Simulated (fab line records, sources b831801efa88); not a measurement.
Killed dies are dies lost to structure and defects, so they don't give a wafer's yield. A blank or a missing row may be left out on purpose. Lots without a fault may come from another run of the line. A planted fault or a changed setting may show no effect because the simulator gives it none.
Tool commonality check | flow gf180mcu | 13 lots, 38 wafers sampled

WHY IT WAS OPENED
At GF_HV_LDD_TW_MEAS_50 the reading HV_LDD_4_TW is flagged on 2 of 13 lots. Wafers without a fault read 567, standard deviation 5.8.
Rule: a lot is flagged when every wafer of it that has a number lies more than 4 standard deviations from that mean, or none has a number. The other lots count as sound.

lot  | measured     | on            | HV_LDD_4_TW, wafer by wafer | flag
L763 | day 12 08:22 | film_metro-01 | 573 574                     |
L764 | day 12 13:13 | film_metro-03 | 559 562 561                 |
L773 | day 15 20:12 | film_metro-03 | 500 503 501                 | FLAGGED
L774 | day 16 04:44 | film_metro-03 | 501 499 499                 | FLAGGED
L775 | day 16 14:43 | film_metro-03 | 557 557 555                 |
L776 | day 16 16:36 | film_metro-04 | 569 566 571                 |
L777 | day 17 00:56 | film_metro-01 | 571 575 571                 |
L778 | day 17 09:27 | film_metro-03 | 555 557 554                 |
L781 | day 18 03:39 | film_metro-01 | 573 573 573                 |
L783 | day 19 03:37 | film_metro-01 | 569 574 571                 |
L784 | day 19 17:39 | film_metro-03 | 559 561 563                 |
L785 | day 20 05:15 | film_metro-01 | 572 575 572                 |
L786 | day 20 05:53 | film_metro-01 | 571 571 572                 |
The numbers of the flagged lots are 500 on average: -66 against the usual, or -11 standard deviations.

WHICH TOOL RAN EACH LOT
The record holds 2 process steps before the reading, out of a route of 602 steps. In each cell: the tool, then ch and the chambers that the sampled wafers went through, then the start.
lot  | flag    | GF_VT_IMPLANT_STRIP_31               | GF_HV_LDD_IMPLANT_48
L763 |         | plasma_asher-04 ch 0,1, day 6 20:11  | implanter-01 ch 0, day 12 08:08
L764 |         | plasma_asher-01 ch 0,1, day 7 04:14  | implanter-03 ch 0, day 12 13:00
L773 | FLAGGED | plasma_asher-01 ch 0,1, day 9 17:46  | implanter-04 ch 0, day 15 19:58
L774 | FLAGGED | plasma_asher-01 ch 0,1, day 10 01:19 | implanter-04 ch 0, day 16 04:29
L775 |         | plasma_asher-04 ch 0,1, day 10 07:50 | implanter-03 ch 0, day 16 14:29
L776 |         | plasma_asher-03 ch 0,1, day 10 12:02 | implanter-01 ch 0, day 16 16:22
L777 |         | plasma_asher-03 ch 0,1, day 10 17:32 | implanter-03 ch 0, day 17 00:43
L778 |         | plasma_asher-03 ch 0,1, day 11 01:43 | implanter-01 ch 0, day 17 09:13
L781 |         | plasma_asher-03 ch 0,1, day 11 16:37 | implanter-01 ch 0, day 18 03:25
L783 |         | plasma_asher-01 ch 0,1, day 12 07:52 | implanter-01 ch 0, day 19 03:23
L784 |         | plasma_asher-04 ch 0,1, day 12 19:13 | implanter-04 ch 0, day 19 17:25
L785 |         | plasma_asher-01 ch 0,1, day 13 01:56 | implanter-04 ch 0, day 20 05:01
L786 |         | plasma_asher-01 ch 0,1, day 13 04:37 | implanter-03 ch 0, day 20 05:38
What these steps do:
- GF_VT_IMPLANT_STRIP_31: strips in O2/N2.
- GF_HV_LDD_IMPLANT_48
- GF_HV_LDD_TW_MEAS_50

FLAGGED OVER TOTAL, TOOL BY TOOL (the gauges that took the reading come last)
step                   | tool            | lots run | flagged | share of the flagged lots | sound lots run after its first flagged lot
GF_VT_IMPLANT_STRIP_31 | plasma_asher-01 | 6        | 2       | all                       | 3 (L783,L785,L786)
GF_VT_IMPLANT_STRIP_31 | plasma_asher-03 | 4        | 0       | none                      | -
GF_VT_IMPLANT_STRIP_31 | plasma_asher-04 | 3        | 0       | none                      | -
GF_HV_LDD_IMPLANT_48   | implanter-01    | 5        | 0       | none                      | -
GF_HV_LDD_IMPLANT_48   | implanter-03    | 4        | 0       | none                      | -
GF_HV_LDD_IMPLANT_48   | implanter-04    | 4        | 2       | all                       | 2 (L784,L785)
GF_HV_LDD_TW_MEAS_50   | film_metro-01   | 6        | 0       | none                      | -
GF_HV_LDD_TW_MEAS_50   | film_metro-03   | 6        | 2       | all                       | 3 (L775,L778,L784)
GF_HV_LDD_TW_MEAS_50   | film_metro-04   | 1        | 0       | none                      | -

WHAT THE TABLE ALLOWS
3 rows of the table ran every flagged lot: plasma_asher-01 at GF_VT_IMPLANT_STRIP_31, implanter-04 at GF_HV_LDD_IMPLANT_48, film_metro-03 at GF_HV_LDD_TW_MEAS_50.
- plasma_asher-01 at GF_VT_IMPLANT_STRIP_31: 2 of its 6 lots flagged. Sound lots ran on it after the first flagged one (L783, L785, L786), which a lasting fault on the whole tool wouldn't allow.
- implanter-04 at GF_HV_LDD_IMPLANT_48: 2 of its 4 lots flagged. Sound lots ran on it after the first flagged one (L784, L785), which a lasting fault on the whole tool wouldn't allow. Its own readings lie more than 4 standard deviations out on every wafer of the flagged lots: tilt_deg.
- film_metro-03 at GF_HV_LDD_TW_MEAS_50: 2 of its 6 lots flagged. Sound lots ran on it after the first flagged one (L775, L778, L784), which a lasting fault on the whole tool wouldn't allow.
No row of the table ran every flagged lot and no sound lot after the first.

WHAT THE SIMULATOR HAD PUT IN
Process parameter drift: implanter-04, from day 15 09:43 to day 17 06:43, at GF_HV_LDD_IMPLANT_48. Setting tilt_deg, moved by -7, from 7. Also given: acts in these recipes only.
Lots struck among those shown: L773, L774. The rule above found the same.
